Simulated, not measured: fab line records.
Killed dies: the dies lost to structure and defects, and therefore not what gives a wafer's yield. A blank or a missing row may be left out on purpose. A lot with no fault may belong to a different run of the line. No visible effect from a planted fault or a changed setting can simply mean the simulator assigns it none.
Which tool did it? :: flow gf180mcu :: 39 wafers from 13 lots sampled at 6 of the route's 602 steps

## WHAT THE GAUGES SHOWED, per wafer
GF_POLY_GATE_THK_MEAS_01. Usual: POLY_GATE_CVD_00_THK 200.2 nm, standard deviation 1.8.
lot: L732
measured: day 8 15:16
on: film-metro-04
POLY_GATE_CVD_00_THK (nm): 201.1 200.7 201.6
flag: 

lot: L734
measured: day 9 03:23
on: film-metro-03
POLY_GATE_CVD_00_THK (nm): 200.9 199.3 200.8
flag: 

lot: L735
measured: day 9 07:22
on: film-metro-02
POLY_GATE_CVD_00_THK (nm): 199.9 202.2 202.9
flag: 

lot: L737
measured: day 9 19:34
on: film-metro-02
POLY_GATE_CVD_00_THK (nm): 202.6 201.1 202.3
flag: 

lot: L738
measured: day 10 04:52
on: film-metro-03
POLY_GATE_CVD_00_THK (nm): 200.6 201.8 202.2
flag: 

lot: L739
measured: day 10 13:22
on: film-metro-02
POLY_GATE_CVD_00_THK (nm): 198.4 198.9 200.6
flag: 

lot: L742
measured: day 11 11:07
on: film-metro-03
POLY_GATE_CVD_00_THK (nm): 198.2 198.3 198.7
flag: 

lot: L743
measured: day 11 14:55
on: film-metro-02
POLY_GATE_CVD_00_THK (nm): 201.2 200.8 200.1
flag: 

lot: L746
measured: day 12 10:10
on: film-metro-02
POLY_GATE_CVD_00_THK (nm): 198.7 200.9 201.1
flag: 

lot: L750
measured: day 13 13:22
on: film-metro-03
POLY_GATE_CVD_00_THK (nm): 198.1 200.9 200.3
flag: 

lot: L752
measured: day 14 05:23
on: film-metro-03
POLY_GATE_CVD_00_THK (nm): 203.7 202.1 203.7
flag: 

lot: L753
measured: day 14 10:52
on: film-metro-04
POLY_GATE_CVD_00_THK (nm): 198.9 200.7 201.4
flag: 

lot: L754
measured: day 14 17:16
on: film-metro-03
POLY_GATE_CVD_00_THK (nm): 198.2 197.6 197.4
flag: 

GF_POLY_GATE_CD_MEAS_10: the cd target is 280 nm. Usual: cd-nm reads 280.4 nm (standard deviation 1.4).
lot: L732
measured: day 9 07:30
on: cd-sem-02
cd-nm (nm): 279.6 279.6 280.5
flag: 

lot: L734
measured: day 9 20:34
on: cd-sem-01
cd-nm (nm): 279.3 279.4 279.1
flag: 

lot: L735
measured: day 10 00:34
on: cd-sem-02
cd-nm (nm): 279.6 280.6 281.1
flag: 

lot: L737
measured: day 10 12:32
on: cd-sem-01
cd-nm (nm): 281.3 282.2 282.0
flag: 

lot: L738
measured: day 10 22:15
on: cd-sem-01
cd-nm (nm): 281.5 281.1 282.9
flag: 

lot: L739
measured: day 11 06:54
on: cd-sem-02
cd-nm (nm): 277.5 277.2 277.5
flag: 

lot: L742
measured: day 12 05:29
on: cd-sem-01
cd-nm (nm): 279.7 277.8 279.3
flag: 

lot: L743
measured: day 12 10:23
on: cd-sem-01
cd-nm (nm): 279.5 278.8 278.5
flag: 

lot: L746
measured: day 13 06:17
on: cd-sem-02
cd-nm (nm): 277.6 278.8 279.2
flag: 

lot: L750
measured: day 14 09:26
on: cd-sem-02
cd-nm (nm): 280.6 280.7 279.6
flag: 

lot: L752
measured: day 15 02:09
on: cd-sem-01
cd-nm (nm): 281.3 281.3 280.3
flag: 

lot: L753
measured: day 15 07:38
on: cd-sem-02
cd-nm (nm): 281.2 280.9 281.5
flag: 

lot: L754
measured: day 15 14:54
on: cd-sem-01
cd-nm (nm): 278.6 277.6 279.9
flag: 

GF_HV_LDD_TW_MEAS_11. Usual: HV_LDD_TW 2420, standard deviation 26.
lot: L732
measured: day 10 03:20
on: film-metro-02
HV_LDD_TW: 2387 2396 2393
flag: 

lot: L734
measured: day 10 18:28
on: film-metro-04
HV_LDD_TW: 2445 2452 2454
flag: 

lot: L735
measured: day 11 00:40
on: film-metro-01
HV_LDD_TW: 2420 2408 2407
flag: 

lot: L737
measured: day 11 10:58
on: film-metro-01
HV_LDD_TW: 2413 2425 2418
flag: 

lot: L738
measured: day 11 19:32
on: film-metro-04
HV_LDD_TW: 2456 2447 2433
flag: 

lot: L739
measured: day 12 03:56
on: film-metro-02
HV_LDD_TW: 2387 2383 2390
flag: 

lot: L742
measured: day 13 03:20
on: film-metro-01
HV_LDD_TW: 2419 2410 2428
flag: 

lot: L743
measured: day 13 08:35
on: film-metro-02
HV_LDD_TW: 2395 2401 2397
flag: 

lot: L746
measured: day 14 06:08
on: film-metro-02
HV_LDD_TW: 2314 2327 2305
flag: OFF

lot: L750
measured: day 15 10:04
on: film-metro-04
HV_LDD_TW: 2442 2444 2427
flag: 

lot: L752
measured: day 16 02:26
on: film-metro-02
HV_LDD_TW: 2395 2392 2399
flag: 

lot: L753
measured: day 16 10:44
on: film-metro-04
HV_LDD_TW: 2461 2451 2440
flag: 

lot: L754
measured: day 16 16:20
on: film-metro-04
HV_LDD_TW: 2447 2448 2463
flag: 

GF_HV_LDD_OVL_MEAS_32. Usual: HV_LDD_02_OVL 1.2 nm, standard deviation 1.4.
lot: L732
measured: day 11 15:52
on: overlay-02
HV_LDD_02_OVL (nm): -1.0 0.6 0.4
flag: 

lot: L734
measured: day 12 08:30
on: overlay-02
HV_LDD_02_OVL (nm): 0.6 2.3 1.6
flag: 

lot: L735
measured: day 12 15:32
on: overlay-02
HV_LDD_02_OVL (nm): -0.1 -0.3 3.6
flag: 

lot: L737
measured: day 13 01:56
on: overlay-02
HV_LDD_02_OVL (nm): 0.9 -0.1 1.2
flag: 

lot: L738
measured: day 13 12:07
on: overlay-01
HV_LDD_02_OVL (nm): 3.3 3.8 1.7
flag: 

lot: L739
measured: day 13 20:50
on: overlay-01
HV_LDD_02_OVL (nm): 3.3 3.1 2.1
flag: 

lot: L742
measured: day 14 19:53
on: overlay-01
HV_LDD_02_OVL (nm): 4.1 4.1 4.0
flag: 

lot: L743
measured: day 15 02:53
on: overlay-02
HV_LDD_02_OVL (nm): 3.2 2.6 3.2
flag: 

lot: L746
measured: day 16 00:58
on: overlay-01
HV_LDD_02_OVL (nm): 1.7 1.4 0.0
flag: 

lot: L750
measured: day 17 06:12
on: overlay-01
HV_LDD_02_OVL (nm): 1.0 1.1 -0.2
flag: 

lot: L752
measured: day 17 22:53
on: overlay-01
HV_LDD_02_OVL (nm): -0.9 0.1 0.9
flag: 

lot: L753
measured: day 18 08:59
on: overlay-01
HV_LDD_02_OVL (nm): 0.6 0.9 1.5
flag: 

lot: L754
measured: day 18 14:41
on: overlay-02
HV_LDD_02_OVL (nm): 1.5 0.7 -0.2
flag: 

GF_HV_LDD_RS_MEAS_53: the measuring method here is four-point-probe. Usual: HV_LDD_RS 417.8 ohm/sq, standard deviation 0.98.
lot: L732
measured: day 12 12:32
on: film-metro-02
HV_LDD_RS (ohm/sq): 419.0 418.7 419.1
flag: 

lot: L734
measured: day 13 05:28
on: film-metro-01
HV_LDD_RS (ohm/sq): 418.9 417.8 417.4
flag: 

lot: L735
measured: day 13 12:51
on: film-metro-02
HV_LDD_RS (ohm/sq): 418.7 417.6 419.0
flag: 

lot: L737
measured: day 13 23:58
on: film-metro-02
HV_LDD_RS (ohm/sq): 416.8 417.5 417.9
flag: 

lot: L738
measured: day 14 09:40
on: film-metro-02
HV_LDD_RS (ohm/sq): 416.1 416.3 416.6
flag: 

lot: L739
measured: day 14 18:55
on: film-metro-04
HV_LDD_RS (ohm/sq): 419.0 418.5 418.1
flag: 

lot: L742
measured: day 15 18:04
on: film-metro-02
HV_LDD_RS (ohm/sq): 417.7 417.4 417.4
flag: 

lot: L743
measured: day 16 01:41
on: film-metro-02
HV_LDD_RS (ohm/sq): 414.9 415.1 415.1
flag: 

lot: L746
measured: day 17 00:19
on: film-metro-02
HV_LDD_RS (ohm/sq): 436.4 435.9 436.4
flag: OFF

lot: L750
measured: day 18 06:09
on: film-metro-02
HV_LDD_RS (ohm/sq): 416.9 417.2 417.2
flag: 

lot: L752
measured: day 18 23:49
on: film-metro-01
HV_LDD_RS (ohm/sq): 418.2 417.6 417.6
flag: 

lot: L753
measured: day 19 10:16
on: film-metro-01
HV_LDD_RS (ohm/sq): 417.6 417.1 416.9
flag: 

lot: L754
measured: day 19 15:55
on: film-metro-02
HV_LDD_RS (ohm/sq): 417.6 418.6 418.6
flag: 

## WHICH TOOL RAN EACH LOT (tool, then ch and the chambers of the sampled wafers, then the start)
lot: L732
GF_HV_LDD_IMPLANT_09: implanter-02 ch 0, day 10 03:05

lot: L734
GF_HV_LDD_IMPLANT_09: implanter-04 ch 0, day 10 18:16

lot: L735
GF_HV_LDD_IMPLANT_09: implanter-02 ch 0, day 11 00:25

lot: L737
GF_HV_LDD_IMPLANT_09: implanter-04 ch 0, day 11 10:43

lot: L738
GF_HV_LDD_IMPLANT_09: implanter-03 ch 0, day 11 19:17

lot: L739
GF_HV_LDD_IMPLANT_09: implanter-03 ch 0, day 12 03:41

lot: L742
GF_HV_LDD_IMPLANT_09: implanter-02 ch 0, day 13 03:05

lot: L743
GF_HV_LDD_IMPLANT_09: implanter-03 ch 0, day 13 08:20

lot: L746
GF_HV_LDD_IMPLANT_09: implanter-02 ch 0, day 14 05:53

lot: L750
GF_HV_LDD_IMPLANT_09: implanter-04 ch 0, day 15 09:49

lot: L752
GF_HV_LDD_IMPLANT_09: implanter-04 ch 0, day 16 02:11

lot: L753
GF_HV_LDD_IMPLANT_09: implanter-03 ch 0, day 16 10:29

lot: L754
GF_HV_LDD_IMPLANT_09: implanter-04 ch 0, day 16 16:07
- GF_HV_LDD_IMPLANT_09

## AS READ BY THE TOOLS THEMSELVES (means over the sampled wafers that have a number; for cases with no such wafer, the mark the record gives instead)
The record holds no such reading with a usual standard deviation.

## THE ANSWER, worked out from the rows above alone
Rule: take the mean of a lot's wafers that have a number; if it is more than 3 standard deviations from the usual mean, the lot is off. A lot without any number at a reading at which 4 lots or more have one is off too. Any other lot the step has rows for is counted as sound. After the gauges, taken in route order, come the tools' own readings; for these a lot's mean is taken, as printed above. The first step at which some lot is off is used, and at that step the reading that is off furthest; a lot without a number counts as furthest.
Off: L746, at GF_HV_LDD_TW_MEAS_11 (HV_LDD_TW).
A tool fits if, at a process step before that reading, it ran every lot that is off, and no sound lot after the first of them. The gauges at GF_HV_LDD_TW_MEAS_11 are tried like those tools. One candidate fits, namely implanter-02 at GF_HV_LDD_IMPLANT_09. Its last sound lot is L742 (day 13 03:05), its first lot that is off L746 (day 14 05:53): a fault that began between those two fits.

## WHAT THE SIMULATOR PUT IN
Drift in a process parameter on implanter-02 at GF_HV_LDD_IMPLANT_09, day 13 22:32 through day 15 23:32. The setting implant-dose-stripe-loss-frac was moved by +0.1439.
Lots struck among those shown: L746. The rule above reached the same finding.
